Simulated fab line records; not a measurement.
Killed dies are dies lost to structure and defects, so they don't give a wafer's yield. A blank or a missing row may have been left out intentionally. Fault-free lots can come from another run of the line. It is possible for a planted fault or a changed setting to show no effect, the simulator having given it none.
What tool caused it? | flow gf180mcu | Sampling: 15 lots, 45 wafers, 2 of 602 route steps

## WHAT THE GAUGES READ, wafer by wafer
GF_M1_OVL_MEAS_15. Usual: M1_OVL gives 5 nm (standard deviation 6.3).
lot  | measured     | on         | M1_OVL (nm) | flag
L286 | day 17 00:07 | overlay-02 | 0 0 2       |
L287 | day 18 02:34 | overlay-01 | 7 12 6      |
L288 | day 18 15:25 | overlay-02 | 13 15 18    |
L289 | day 18 11:29 | overlay-01 | 8 19 10     |
L290 | day 18 22:50 | overlay-02 | 12 5 11     |
L291 | day 19 10:26 | overlay-01 | 4 4 8       |
L293 | day 20 02:07 | overlay-01 | 10 0 -7     |
L294 | day 20 10:58 | overlay-02 | 6 6 4       |
L295 | day 20 23:50 | overlay-01 | 9 3 11      |
L297 | day 21 10:59 | overlay-01 | 9 5 10      |
L299 | day 21 22:34 | overlay-01 | 10 8 9      |
L301 | day 22 16:04 | overlay-02 | 6 4 -5      |

## WHICH TOOL RAN EACH LOT (tool, then ch and the chambers of the sampled wafers, then the start)
lot  | GF_VT_IMPLANT_DEVELOP_06
L286 | litho-track-01 ch 0, day 5 12:32
L287 | litho-track-04 ch 0, day 6 02:22
L288 | litho-track-01 ch 0, day 6 11:46
L289 | litho-track-04 ch 0, day 6 12:34
L290 | litho-track-01 ch 0, day 6 16:31
L291 | litho-track-03 ch 0, day 7 00:46
L293 | litho-track-04 ch 0, day 7 15:17
L294 | litho-track-03 ch 0, day 7 17:52
L295 | litho-track-01 ch 0, day 8 05:34
L297 | litho-track-03 ch 0, day 8 13:38
L299 | litho-track-01 ch 0, day 8 23:10
L301 | litho-track-01 ch 0, day 9 12:34
L303 | litho-track-01, day 9 21:13
L304 | litho-track-01, day 10 05:34
L305 | litho-track-03, day 10 12:43
- GF_VT_IMPLANT_DEVELOP_06: develop time 60 s.

## AS READ BY THE TOOLS THEMSELVES (means over the sampled wafers that have a number; for cases with no such wafer, the mark the record gives instead)
GF_VT_IMPLANT_DEVELOP_06. Usual: chill-plate-temp-C 23.01 C, standard deviation 0.091.
lot  | tool           | chill-plate-temp-C (C) | flag
L286 | litho-track-01 | 22.99                  |
L287 | litho-track-04 | 23.00                  |
L288 | litho-track-01 | 22.99                  |
L289 | litho-track-04 | 22.91                  |
L290 | litho-track-01 | 23.07                  |
L291 | litho-track-03 | 22.92                  |
L293 | litho-track-04 | 22.95                  |
L294 | litho-track-03 | 22.93                  |
L295 | litho-track-01 | 22.93                  |
L297 | litho-track-03 | 23.06                  |
L299 | litho-track-01 | 22.99                  |
L301 | litho-track-01 | 23.11                  |
L303 | litho-track-01 | -                      | OFF
L304 | litho-track-01 | -                      | OFF
L305 | litho-track-03 | -                      | OFF

## THE ANSWER, worked out from the rows above alone
Rule: lot off if the mean of its wafers having a number is beyond 3 standard deviations from the usual mean. Also off: a lot with no number at a reading for which 4 or more lots have one. Any other lot the step has rows for is counted as sound. Order of review: gauges by route order, followed by the tools' own readings, for which a lot's mean as printed above is used. At the first step where some lot is off, the reading lying furthest off is the one used; lots without a number count as furthest.
Off at GF_VT_IMPLANT_DEVELOP_06 (chill-plate-temp-C): L303, L304, L305. Without a number there: L303, L304, L305.
If a tool, at that step or one of the process steps before it, ran each lot that is off and ran no sound lot following the first of them, it fits. None of those tried fits.

## WHAT THE SIMULATOR PUT IN
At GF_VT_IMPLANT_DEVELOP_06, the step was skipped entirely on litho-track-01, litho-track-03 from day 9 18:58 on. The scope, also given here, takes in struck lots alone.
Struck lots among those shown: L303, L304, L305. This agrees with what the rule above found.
